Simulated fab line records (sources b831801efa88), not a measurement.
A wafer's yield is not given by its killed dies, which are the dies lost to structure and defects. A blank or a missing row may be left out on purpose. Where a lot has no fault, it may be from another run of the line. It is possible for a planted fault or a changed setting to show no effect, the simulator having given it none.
Problem report, 8D (eight disciplines) form, completed by code | flow sky130 | the parts of the form that need people (team, actions taken, sign-off) are left out

## 1. WHAT WENT WRONG
SKY_PAD_OPEN_PROBE_99, killedAtContacts: mean 68 over 1 wafer from 1 lot; wafers with no fault: 24, standard deviation 5.4. Relative to the usual mean, that is a shift of +8.1 standard deviations.
The first sign was on wafer L291.6 at day 49 05:05, on prober-01. The record holds 6 wafers of 2 lots with a number at this step. The rule behind "out" and "out of limits": a value lying over 4 standard deviations away from the usual mean. The rest of the wafers with a number are treated as sound.

## 2. WHAT THIS IS AND IS NOT
question                    | is                | is not
which readings at this step | killedAtContacts  | killed_at_M0_to_M3, killed_at_M4_up, killedAtOther, killedOpen, killedShort
which lots                  | L291              | L299
which wafers of those lots  | L291.6            | L291.3, L291.5
read on which tools         | prober-01         | prober-02
when                        | from day 49 05:05 | up to then (2 sound wafers); but 3 sound wafers of L299 came after

## 3. THE SUSPECTS, EACH WITH WHAT RULES IT OUT
Counting: a tool at a process step up to the reading stays a suspect if it ran every lot that is out. Sound lots after the first of them don't rule it out here, since some wafers of a struck lot are sound.
- pvdSputter-04 at SKY_LI_CONTACT_SPUTTER_19 (material Ti, target thk 20 nm, time 106.37 s): kept. It ran the lot that is out, L291 (day 33 19:35).
- pvdSputter-01 at SKY_METAL5_SPUTTER_03 (material Ti, target thk 5 nm, time 3.3 s): kept. It ran the lot that is out, L291 (day 46 13:53).
- pecvd-01 at SKY_PASSIVATION_CVD_00 (deposits SiO2, target thk 90 nm): kept. It ran the lot that is out, L291 (day 47 10:58).
- plasmaAsher-02 at SKY_PAD_OPEN_STRIP_08 (strips in O2/N2): kept. It ran the lot that is out, L291 (day 49 02:27).
- prober-01 at SKY_PAD_OPEN_PROBE_99: kept. It ran the lot that is out, L291 (day 49 04:56). Out on those wafers are its own readings of killedAtContacts.
- pecvd-01, SKY_PASSIVATION_CVD_00: wafers that are out in chamber 2, sound lot-mates in chambers 0, 1.
Left after counting: pvdSputter-04 at SKY_LI_CONTACT_SPUTTER_19, pvdSputter-01 at SKY_METAL5_SPUTTER_03, pecvd-01 at SKY_PASSIVATION_CVD_00, plasmaAsher-02 at SKY_PAD_OPEN_STRIP_08, prober-01 at SKY_PAD_OPEN_PROBE_99.

## 4. THE CAUSE (what the simulator had put in)
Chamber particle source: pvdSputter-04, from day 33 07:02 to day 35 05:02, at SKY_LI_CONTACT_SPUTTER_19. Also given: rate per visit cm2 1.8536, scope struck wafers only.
Counting leaves 5 suspects; this tool is one of them.

## 5. THE EFFECT CHAIN, in route order
Each row: a reading whose mean over the struck wafers that have a number lies more than 3 standard deviations from the usual. Scope: only readings with a usual standard deviation given in the record; hours: median across lots of the time from each lot's start at the first step in this table that gives one to its start at this step; sigmas: change in usual standard deviations.
hours | step                  | reading          | usual | on struck wafers | change | sigmas
0     | SKY_PAD_OPEN_PROBE_99 | killedAtContacts | 24    | 68               | +44    | +8.1
Its process steps:
- SKY_PAD_OPEN_PROBE_99

## 6. WHAT WOULD HAVE CAUGHT IT SOONER
In this record no reading fell out of limits until day 49 05:05, 382 hours after the fault had begun at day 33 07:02.
Of the tool readings at SKY_LI_CONTACT_SPUTTER_19 for which the record gives a usual standard deviation, none was out on any struck wafer, so an alarm limit of 4 standard deviations on them would not have fired.
By day 49 05:05, every lot that is out (1) had started SKY_LI_CONTACT_SPUTTER_19 on pvdSputter-04. Holding the tool at that point would not have protected any of them.
